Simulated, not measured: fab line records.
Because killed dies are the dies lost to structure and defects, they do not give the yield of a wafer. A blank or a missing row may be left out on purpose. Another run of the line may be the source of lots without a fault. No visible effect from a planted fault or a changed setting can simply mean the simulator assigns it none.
The tool behind it: which one? / flow sky130 / 34 wafers from 12 lots sampled at 4 of the route's 708 steps

WHAT EACH GAUGE READ, for each wafer
SKY_VIA3_OVL_MEAS_13.
lot=L323; measured=day 41 14:45; on=overlay-01; VIA3_OVL (nm)=6 6 0
lot=L326; measured=day 42 05:03; on=overlay-02; VIA3_OVL (nm)=-7 -1 -3
lot=L329; measured=day 42 13:33; on=overlay-02; VIA3_OVL (nm)=-2 5 -9
lot=L328; measured=day 42 14:55; on=overlay-01; VIA3_OVL (nm)=-5 -8 -8
lot=L332; measured=day 43 10:45; on=overlay-02; VIA3_OVL (nm)=0 1 -4
lot=L333; measured=day 43 20:09; on=overlay-02; VIA3_OVL (nm)=2 2 3
lot=L335; measured=day 44 09:04; on=overlay-02; VIA3_OVL (nm)=76 76
lot=L334; measured=day 44 11:03; on=overlay-02; VIA3_OVL (nm)=79 90
lot=L336; measured=day 44 14:19; on=overlay-02; VIA3_OVL (nm)=1 -1 -7
lot=L337; measured=day 45 00:56; on=overlay-02; VIA3_OVL (nm)=8 3 4
lot=L343; measured=day 46 07:02; on=overlay-02; VIA3_OVL (nm)=1 3 1
lot=L345; measured=day 46 20:45; on=overlay-01; VIA3_OVL (nm)=-6 5 -5

SKY_VIA3_THK_MEAS_23: measures by xrf.
lot=L323; measured=day 41 15:50; on=film metro-01; VIA3_W_THK (nm)=401 400 390
lot=L326; measured=day 42 06:07; on=film metro-04; VIA3_W_THK (nm)=405 405 410
lot=L329; measured=day 42 14:38; on=film metro-01; VIA3_W_THK (nm)=398 396 400
lot=L328; measured=day 42 15:57; on=film metro-01; VIA3_W_THK (nm)=400 400 399
lot=L332; measured=day 43 11:47; on=film metro-04; VIA3_W_THK (nm)=414 412 410
lot=L333; measured=day 43 21:11; on=film metro-01; VIA3_W_THK (nm)=396 402 394
lot=L335; measured=day 44 10:09; on=film metro-02; VIA3_W_THK (nm)=419 406
lot=L334; measured=day 44 12:05; on=film metro-04; VIA3_W_THK (nm)=397 394
lot=L336; measured=day 44 15:22; on=film metro-04; VIA3_W_THK (nm)=398 393 397
lot=L337; measured=day 45 02:04; on=film metro-04; VIA3_W_THK (nm)=411 400 404
lot=L343; measured=day 46 08:07; on=film metro-04; VIA3_W_THK (nm)=409 409 418
lot=L345; measured=day 46 21:49; on=film metro-02; VIA3_W_THK (nm)=411 401 406

EACH LOT AND THE TOOL THAT RAN IT (in order: tool; ch and the chambers of the sampled wafers; start)
lot=L323; SKY_VIA2_CMP_02=cmp-01 ch 1,2, day 37 02:50; SKY_VIA3_EXPOSE_09=krf scanner-02 ch 0, day 41 02:28
lot=L326; SKY_VIA2_CMP_02=cmp-01 ch 0,3, day 37 17:16; SKY_VIA3_EXPOSE_09=krf scanner-01 ch 0, day 41 16:51
lot=L329; SKY_VIA2_CMP_02=cmp-02 ch 1,2,3, day 38 04:17; SKY_VIA3_EXPOSE_09=krf scanner-01 ch 0, day 42 01:10
lot=L328; SKY_VIA2_CMP_02=cmp-02 ch 0,2,3, day 38 05:36; SKY_VIA3_EXPOSE_09=krf scanner-02 ch 0, day 42 03:17
lot=L332; SKY_VIA2_CMP_02=cmp-01 ch 0,1,3, day 39 05:45; SKY_VIA3_EXPOSE_09=krf scanner-01 ch 0, day 42 23:13
lot=L333; SKY_VIA2_CMP_02=cmp-02 ch 0,2, day 39 14:14; SKY_VIA3_EXPOSE_09=krf scanner-01 ch 0, day 43 08:40
lot=L335; SKY_VIA2_CMP_02=cmp-01 ch 1,2, day 40 04:02; SKY_VIA3_EXPOSE_09=krf scanner-02 ch 0, day 43 21:35
lot=L334; SKY_VIA2_CMP_02=cmp-01 ch 0,2, day 40 07:48; SKY_VIA3_EXPOSE_09=krf scanner-02 ch 0, day 43 23:26
lot=L336; SKY_VIA2_CMP_02=cmp-01 ch 1,2, day 40 09:05; SKY_VIA3_EXPOSE_09=krf scanner-01 ch 0, day 44 02:54
lot=L337; SKY_VIA2_CMP_02=cmp-02 ch 1,2, day 40 21:10; SKY_VIA3_EXPOSE_09=krf scanner-01 ch 0, day 44 13:32
lot=L343; SKY_VIA2_CMP_02=cmp-01 ch 2,3, day 42 07:09; SKY_VIA3_EXPOSE_09=krf scanner-01 ch 0, day 45 20:00
lot=L345; SKY_VIA2_CMP_02=cmp-01 ch 0,1,3, day 42 23:09; SKY_VIA3_EXPOSE_09=krf scanner-01 ch 0, day 46 10:30
- SKY_VIA2_CMP_02: polishes SiO2.
- SKY_VIA3_EXPOSE_09: exposes mask VIM3, target cd 200 nm.

AS READ BY THE TOOLS THEMSELVES (means over the sampled wafers that have a number; for cases with no such wafer, the mark the record gives instead)
SKY_VIA2_CMP_02.
lot=L323; tool=cmp-01; motor current A (A)=11.7
lot=L326; tool=cmp-01; motor current A (A)=13.6
lot=L329; tool=cmp-02; motor current A (A)=11.8
lot=L328; tool=cmp-02; motor current A (A)=11.4
lot=L332; tool=cmp-01; motor current A (A)=12.7
lot=L333; tool=cmp-02; motor current A (A)=10.8
lot=L335; tool=cmp-01; motor current A (A)=10.9
lot=L334; tool=cmp-01; motor current A (A)=12.9
lot=L336; tool=cmp-01; motor current A (A)=11.8
lot=L337; tool=cmp-02; motor current A (A)=12.0
lot=L343; tool=cmp-01; motor current A (A)=11.3
lot=L345; tool=cmp-01; motor current A (A)=12.8

SKY_VIA3_EXPOSE_09.
lot=L323; tool=krf scanner-02; stage vel mm s (mm/s)=500.38
lot=L326; tool=krf scanner-01; stage vel mm s (mm/s)=500.16
lot=L329; tool=krf scanner-01; stage vel mm s (mm/s)=499.95
lot=L328; tool=krf scanner-02; stage vel mm s (mm/s)=499.71
lot=L332; tool=krf scanner-01; stage vel mm s (mm/s)=499.57
lot=L333; tool=krf scanner-01; stage vel mm s (mm/s)=500.08
lot=L335; tool=krf scanner-02; stage vel mm s (mm/s)=500.19
lot=L334; tool=krf scanner-02; stage vel mm s (mm/s)=500.06
lot=L336; tool=krf scanner-01; stage vel mm s (mm/s)=499.91
lot=L337; tool=krf scanner-01; stage vel mm s (mm/s)=499.92
lot=L343; tool=krf scanner-01; stage vel mm s (mm/s)=499.86
lot=L345; tool=krf scanner-01; stage vel mm s (mm/s)=500.32

THE ANSWER, worked out from the rows above alone
Rule: usual is defined by the lots themselves. Put in order of their means at a reading, lots are off if they are a third of the lots or fewer, leave a main group of 4 or more, and stand apart from it by a gap of 3 or more times the standard deviation of the main group's means; of several such gaps the widest counts. The tables above print the reading to a certain number of digits; a main group whose means all agree to those digits is not used. A lot without any number at a reading at which 4 lots or more have one is off too. Where the step has rows for the other lots, those lots are counted as sound. Order of review: gauges by route order, followed by the tools' own readings, for which a lot's mean as printed above is used. The first step at which some lot is off is used, and at that step the reading that is off furthest; a lot without a number counts as furthest.
Off: L335, L334, seen at SKY_VIA3_OVL_MEAS_13 (VIA3_OVL). Mean -0 nm and standard deviation 3.5 in the main group.
If a tool, at a process step before that reading, ran all the lots that are off and no sound lot after the first of them, it fits. Gauges at SKY_VIA3_OVL_MEAS_13: tried the same way as those tools. One fits: krf scanner-02 at SKY_VIA3_EXPOSE_09. A fault onset in the window from L328 (day 42 03:17, its last sound lot) to L335 (day 43 21:35, its first lot off) fits.

WHAT THE SIMULATOR PUT IN
Scanner matching overlay: krf scanner-02, from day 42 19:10 on, at SKY_VIA3_EXPOSE_09. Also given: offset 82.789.
Struck lots among those shown: L335, L334. The rule above reached the same finding.
